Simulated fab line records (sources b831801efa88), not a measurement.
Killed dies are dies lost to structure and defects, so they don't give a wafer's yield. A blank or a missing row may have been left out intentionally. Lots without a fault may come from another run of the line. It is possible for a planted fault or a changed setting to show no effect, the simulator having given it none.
A single fault, viewed from 2 desks / flow gf180mcu / each desk has only its own numbers; what lay behind them comes last

## FROM THE METROLOGY DESK
What the gauges read, lot by lot, whatever tool the lot ran on: means of the sampled wafers that have a number. Any lot whose mean is over 4 standard deviations away from the usual mean is out of limits and marked OUT; that distance is given in the brackets.
Columns: A = cd-nm at GF_M5_CD_MEAS_07, usual 280.3 nm; B = V5_BOW at GF_V5_BOW_MEAS_05, usual 136 um
lot=L399; first seen here=day 26 06:02; A=279.6; B=136
lot=L400; first seen here=day 26 17:59; A=278.9; B=119
lot=L401; first seen here=day 26 23:43; A=281.1; B=124
lot=L402; first seen here=day 27 15:58; A=279.3; B=139
lot=L404; first seen here=day 28 02:20; A=280.2; B=147
lot=L407; first seen here=day 29 15:31; A=281.0; B=141
lot=L411; first seen here=day 30 14:13; A=279.7; B=146
lot=L413; first seen here=day 30 17:46; A=279.2; B=133
lot=L412; first seen here=day 31 00:17; A=278.6; B=140
lot=L415; first seen here=day 31 15:17; A=279.1; B=135
lot=L417; first seen here=day 32 03:23; A=280.5; B=134
lot=L418; first seen here=day 32 06:44; A=279.7; B=123
lot=L419; first seen here=day 32 08:28; A=280.0; B=120
This desk's finding: nothing out of limits on any of the 13 lots.

## DESK OF THE TOOL OWNER: plasma-asher-01
The tool's own readings at GF_HV_LDD_STRIP_49 (strips in O2/N2): means of the sampled wafers that have a number, for each lot that ran on this tool. Any lot whose mean is over 4 standard deviations away from the usual mean is out of limits and marked OUT; that distance is given in the brackets.
Columns: A = drypump-motor-current-A at GF_HV_LDD_STRIP_49, usual 5.9 A; B = heater-power-w at GF_HV_LDD_STRIP_49, usual 342 W; C = oes-product-au at GF_HV_LDD_STRIP_49, usual 0.717 a.u.; D = strip-time-to-endpoint-s at GF_HV_LDD_STRIP_49, usual 12.63 s
lot=L399; first seen here=day 12 12:49; A=5.9; B=374; C=0.717; D=12.63
lot=L400; first seen here=day 12 18:19; A=5.9; B=372; C=0.716; D=12.67
lot=L401; first seen here=day 13 02:22; A=5.9; B=375; C=0.715; D=12.60
lot=L411; first seen here=day 17 01:49; A=6.1; B=381; C=0.716; D=12.69
lot=L413; first seen here=day 17 07:32; A=5.9; B=373; C=0.718; D=12.64
lot=L412; first seen here=day 17 13:19; A=5.9; B=371; C=0.714; D=12.62
This desk's finding: nothing out of limits on any of the 6 lots.

## ALL TOGETHER
The metrology desk saw nothing out of limits.
Nothing out of limits was seen by the tool owner's desk.

## WHAT THE SIMULATOR HAD PUT IN
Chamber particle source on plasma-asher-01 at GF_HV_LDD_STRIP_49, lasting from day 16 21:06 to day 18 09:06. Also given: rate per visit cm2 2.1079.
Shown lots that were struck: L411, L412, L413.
